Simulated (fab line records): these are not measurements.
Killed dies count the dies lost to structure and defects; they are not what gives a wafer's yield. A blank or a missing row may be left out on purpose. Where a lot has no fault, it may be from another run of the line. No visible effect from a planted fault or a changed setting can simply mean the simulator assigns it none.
Comparing a struck lot with a sound one | flow gf180mcu | 15 steps out of a route of 602
Sound: wafers L261.1, L261.5, L261.6. Struck: wafer L274.1 (left out: L274.3, L274.4 of the same lot, which were not struck); the cause appears at the end.
At each step with rows: each side's tool, then ch and its chambers, then its first start. Under that, the readings that differ: sound wafers | struck wafers | difference of the means | sigmas: that difference in standard deviations of wafers without a fault.
alike: readings with means less than 2 such deviations apart, plus words and numbers identical on both sides. not compared: withheld readings, readings lacking a value on some wafer, bounds such as >300 that could conceal the same value, and numbers that have no deviation in the record and whose values overlap.
A row with sigmas, a row that says differs or no value, or rows on one side alone: a step with any of these is where the two part. Numbers that don't overlap but have no deviation are shown without sigmas and don't part them. A reading missing from all wafers of one side parts the sides only when that side holds two or more wafers.

GF_V3_STRIP_18: strips in O2/N2.
  sound on plasma-asher-04 ch 0,1, day 24 00:14; struck on plasma-asher-04 ch 0, day 28 03:23
  alike: drypump-motor-current-A, heater-power-w, oes-product-au, platen-temp-c
  not compared: rf-hours-counter-h
then, 2 steps without rows for these wafers: GF_V3_STRIP_19 (strips in post etch residue remover, time 1200 s); GF_V3_CLEAN_20 (cleans in DIW).
GF_V3_SPUTTER_21: material Ti, target thk 15 nm, time 80.02 s.
  struck on pvd-sputter-01, day 28 03:55; sound on pvd-sputter-01, day 24 00:47
  reading                | sound                | struck | difference | sigmas
  cathode-dc-power-W (W) | 2500.5 2500.4 2500.8 | 2499.1 | -1.5       | -3
  alike: throttle-valve-pct
GF_V3_SPUTTER_22: material TiN, target thk 10 nm, time 40 s.
  struck on pvd-sputter-01, day 28 03:59; sound on pvd-sputter-01, day 24 00:50
  alike: cathode-dc-power-W, throttle-valve-pct
GF_V3_CVD_23: deposits W, target thk 350 nm, time 104.9 s.
  sound on cvd-w-01 ch 0,1, day 24 00:53; struck on cvd-w-02 ch 1, day 28 04:01
  reading            | sound       | struck | difference | sigmas
  heater-power-w (W) | 933 884 916 | 819    | -92        | -2
  alike: chamber-pressure-Torr
GF_V3_RS_MEAS_24: measures by four-point-probe.
  struck on film-metro-02, day 28 04:08; sound on film-metro-04, day 24 00:59
  alike: V3_W_RS
GF_V3_THK_MEAS_25: measures by xrf.
  struck on film-metro-02, day 28 04:16; sound on film-metro-04, day 24 01:07
  alike: V3_W_THK
then, 2 steps without rows for these wafers: GF_V3_CMP_26 (polishes, stops on SiO2, t overpolish 15 s, target thk 0 nm); GF_M4_SPUTTER_00 (material Ti, target thk 37.5 nm, time 150 s).
GF_M4_SPUTTER_01: material TiN, target thk 30 nm, time 25 s.
  struck on pvd-sputter-04, day 28 04:43; sound on pvd-sputter-03, day 24 01:38
  alike: cathode-dc-power-W, throttle-valve-pct
then, 1 step without rows for these wafers: GF_M4_SPUTTER_02 (material AlCu, target thk 450 nm, time 23.9 s).
GF_M4_SPUTTER_03: material Ti, target thk 10 nm, time 6.7 s.
  struck on pvd-sputter-04, day 28 04:47; sound on pvd-sputter-03, day 24 01:41
  reading                               | sound                | struck | difference | sigmas
  cathode-dc-power-W (W)                | 3000.0 2999.4 2999.8 | 3286.2 | +286.5     | +99 or more
  model.Ti_of_M4_SPUTTER_03.thk-nm (nm) | 10.01 10.11 10       | 10.89  | +0.85      |
  alike: throttle-valve-pct
then, 2 steps without rows for these wafers: GF_M4_SPUTTER_04 (material TiN, target thk 50 nm, time 41.7 s); GF_PASSIVATION_PROBE_99.

## WHERE THEY PART
At GF_V3_SPUTTER_21 first; at GF_M4_SPUTTER_03 last (within this record only).

WHY: whatever the simulator had introduced
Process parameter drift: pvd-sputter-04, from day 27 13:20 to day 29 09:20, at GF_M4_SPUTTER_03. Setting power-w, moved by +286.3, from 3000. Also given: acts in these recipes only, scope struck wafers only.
